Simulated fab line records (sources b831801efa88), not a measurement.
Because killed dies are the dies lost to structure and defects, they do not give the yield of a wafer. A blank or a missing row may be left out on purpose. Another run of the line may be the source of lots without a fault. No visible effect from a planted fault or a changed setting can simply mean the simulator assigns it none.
Problem report in the 8D (eight disciplines) form, filled by code	flow gf180mcu	the parts of the form that need people (team, actions taken, sign-off) are left out

== 1. THE PROBLEM ==
Mean of oes product au at GF_V2_STRIP_18: 0.668 a.u. across 6 wafers in 2 lots; on wafers with no fault it is 0.592 a.u. (standard deviation 0.0048). That is +16 standard deviations from the usual mean.
The step: strips in O2/N2.
Seen first at day 24 21:23 on plasma asher-03, wafer L209.2. The record holds 42 wafers of 14 lots with a number at this step. By rule, "out" or "out of limits" means more than 4 standard deviations away from the usual mean. All remaining wafers that have a number are taken as sound.

== 2. WHAT IT IS, AND WHAT IT ISN'T ==
question	is	is not
which readings at this step	oes product au	drypump motor current A, heater power w
which lots	L209, L210	L197, L198, L200, L202, L203, L205, L207, L215, L217, L218, L219, L220
which wafers of those lots	all that have a number	-
read on which tools	plasma asher-02, plasma asher-03	plasma asher-01
when	from day 24 21:23	up to then (21 sound wafers); but 15 sound wafers of L215, L217, L218, L219, L220 came after

== 3. WHAT RULES OUT EACH SUSPECT ==
Counting: a tool stays on the suspect list if, at a process step up to the reading, it processed all lots that are out and no sound lot following the first of them.
- rie diel-01 at GF_V2_ETCH_17 (etches SiO2 in C4F8/O2/Ar, stops on TiN, target depth 630 nm): ruled out as a lasting fault. Following L209 (day 24 21:00), the first lot on it that is out, the sound lots L217, L219 were run on it.
Left after counting: nothing in the record.

== 4. THE CAUSE (what the simulator had put in) ==
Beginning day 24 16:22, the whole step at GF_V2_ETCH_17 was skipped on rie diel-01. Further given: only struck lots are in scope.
The count ruled it out by mistake, since the rule takes a fault to strike every lot its tool runs from the start of the fault on, and this one did not do so.

== 5. THE EFFECT CHAIN, in route order ==
Each row: a reading whose mean over the struck wafers that have a number lies more than 3 standard deviations from the usual. Scope: only readings with a usual standard deviation given in the record; hours: median across lots of the time from each lot's start at the first step in this table that gives one to its start at this step; sigmas: change in usual standard deviations.
hours	step	reading	usual	on struck wafers	change	sigmas
0	GF_V2_STRIP_18	oes product au	0.592 a.u.	0.668	+0.076	+16
Its process steps:
- GF_V2_STRIP_18: strips in O2/N2.
Readings that are blank on the struck wafers while sound wafers have them: bias w at GF_V2_ETCH_17; chamber pressure mTorr at GF_V2_ETCH_17; oes product au at GF_V2_ETCH_17.

== 6. HOW IT WOULD HAVE BEEN CAUGHT EARLIER ==
In this record the first reading out of limits was taken at day 24 21:23, 5 hours after the fault began at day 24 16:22.
At GF_V2_ETCH_17 the tool's readings are blank on the struck wafers, where sound wafers have them: an empty tool record is the first sign, and it was there at once.
